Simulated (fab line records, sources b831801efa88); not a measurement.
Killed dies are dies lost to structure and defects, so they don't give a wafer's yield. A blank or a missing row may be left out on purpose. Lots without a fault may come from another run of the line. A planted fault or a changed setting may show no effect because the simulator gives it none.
A struck lot beside a sound one | flow sky130 | 36 steps out of a route of 708
Sound: wafers L454.1, L454.2, L454.6. Struck: wafers L446.2, L446.5. (L446.1 of the same lot was not struck and is left out.) The cause comes at the end.
At each step with rows: each side's tool, then ch and its chambers, then its first start. Under that, the readings that differ: sound wafers | struck wafers | difference of the means | sigmas: that difference in standard deviations of wafers without a fault.
alike: readings whose means differ by less than 2 such deviations, and words and numbers that are the same on both sides. not compared: withheld readings, readings that some wafer has no value for, bounds like >300 that may hide the same value, and numbers for which the record gives no deviation and whose values overlap.
The two part at a step that has a row with sigmas, a row that says differs or no value, or rows on one side only. Numbers that don't overlap but have no deviation are shown without sigmas and don't part them. A reading that every wafer of one side lacks parts them only if that side has two wafers or more.

first, 9 steps without rows for these wafers: SKY_VIA4_PEB_09; SKY_VIA4_DEVELOP_10 (develop time 60 s); SKY_VIA4_ETCH_12 (etches SiO2 in C4F8/O2/Ar, stops on TiN, target depth 580 nm); SKY_VIA4_STRIP_13 (strips in O2/N2); SKY_VIA4_STRIP_14 (strips in post etch residue remover, time 1200 s); SKY_VIA4_CLEAN_15 (cleans in IPA, time 180 s); SKY_VIA4_CLEAN_16 (cleans in O3/DIW); SKY_VIA4_SPUTTER_17 (material TiN, target thk 20 nm, time 80 s); SKY_VIA4_CVD_18 (deposits W, target thk 505 nm, time 152.14 s).
SKY_VIA4_CMP_21: polishes, stops on SiO2, t overpolish 25 s, target thk 0 nm.
  sound on cmp-01 ch 0,1,2, day 47 10:26; struck on cmp-02 ch 1, day 45 17:47
  alike: motor_current_A, overpolish_run_s, retaining_ring_pressure_frac, slurry_filter_dp_kPa, time_to_endpoint_s
then, 25 steps without rows for these wafers: SKY_METAL5_SPUTTER_00 (material Ti, target thk 15 nm, time 10 s); SKY_METAL5_SPUTTER_01 (material TiN, target thk 20 nm, time 16.7 s); SKY_METAL5_SPUTTER_02 (material AlCu, target thk 1150 nm, time 61.2 s); SKY_METAL5_SPUTTER_03 (material Ti, target thk 5 nm, time 3.3 s); SKY_METAL5_SPUTTER_04 (material TiN, target thk 70 nm, time 58.3 s); SKY_METAL5_DEHYDRATE_07 (time 60 s); SKY_METAL5_HMDS_08 (prime time 60 s); SKY_METAL5_COAT_09 (resist thk 1800 nm); SKY_METAL5_SOFTBAKE_10 (time 60 s); SKY_METAL5_EXPOSE_11 (exposes mask MM5, target cd 1600 nm); SKY_METAL5_PEB_12; SKY_METAL5_DEVELOP_13 (develop time 60 s); SKY_METAL5_DESCUM_14 (chemistry O2, time 11 s); SKY_METAL5_METAL_ETCH_15 (etches the open film in Cl2/BCl3, stops on SiO2, target depth 1260 nm, time 252 s); SKY_METAL5_STRIP_16 (strips in O2/N2); SKY_METAL5_STRIP_17 (strips in post etch residue remover, time 1200 s); SKY_METAL5_CLEAN_18 (cleans in IPA, time 180 s); SKY_METAL5_CLEAN_19 (cleans in O3/DIW); SKY_PASSIVATION_CVD_00 (deposits SiO2, target thk 90 nm); SKY_PASSIVATION_CVD_02 (deposits Si3N4, target thk 540 nm); SKY_PASSIVATION_DEHYDRATE_04 (time 60 s); SKY_PASSIVATION_HMDS_05 (prime time 60 s); SKY_PASSIVATION_COAT_06 (resist thk 3000 nm); SKY_PASSIVATION_SOFTBAKE_07; SKY_PASSIVATION_EXPOSE_08 (exposes mask NSM, target cd 3000 nm).
-- the record jumps here: 3 days lie between the struck wafers' starts before and after (it left off in module PASSIVATION and takes up again in module PAD_OPEN, whose first step shown is number 708 of the route) --
SKY_PAD_OPEN_PROBE_99:
  sound on prober-02, day 49 22:35; struck on prober-02, day 48 11:05
  reading                               | sound             | struck      | difference | sigmas
  defect_limited_yield (%)              | 84.1 82.3 86.6    | 60.2 60.2   | -24.1      | -12
  killed_at_M4_up                       | 1 3 0             | 108 108     | +107       | +53
  killed_dies                           | 78 87 66          | 196 196     | +119       | +12
  killed_on_rim                         | 15 18 11          | 43 32       | +23        | +5
  sort_bin_3_pad_short (%)              | 1.2 0.6 0.8       | 1.8 3.7     | +1.9       | +4
  sort_bin_5_function (%)               | 8.5 9.8 8.3       | 25.6 21.7   | +14.8      | +9
  sort_bin_6_memory (%)                 | 6.1 7.3 4.3       | 12.4 14.4   | +7.5       | +8
  sort_n_pass                           | 414 405 426       | 296 296     | -119       | -12
  sort_yield_pct (%)                    | 84.1 82.3 86.6    | 60.2 60.2   | -24.1      | -12
  model.etest.tester.sort_n_pass        | 414 405 426       | 296 296     | -119       |
  model.etest.tester.sort_yield_pct (%) | 84.15 82.32 86.59 | 60.16 60.16 | -24.19     |
  model.etest.tester.sort_bin_5_pct (%) | 8.537 9.756 8.333 | 25.61 21.75 | +14.80     |
  model.etest.tester.sort_bin_6_pct (%) | 6.098 7.317 4.268 | 12.4 14.43  | +7.5       |
  model.etest.tester.sort_bin_3_pct (%) | 1.22 0.6098 0.813 | 1.829 3.659 | +1.863     |
  alike: killed_at_M0_to_M3, killed_at_contacts, killed_at_front_end, killed_at_other, killed_open, killed_short

WHERE THEY PART
Only at SKY_PAD_OPEN_PROBE_99, within this record.

WHY: what the simulator had put in
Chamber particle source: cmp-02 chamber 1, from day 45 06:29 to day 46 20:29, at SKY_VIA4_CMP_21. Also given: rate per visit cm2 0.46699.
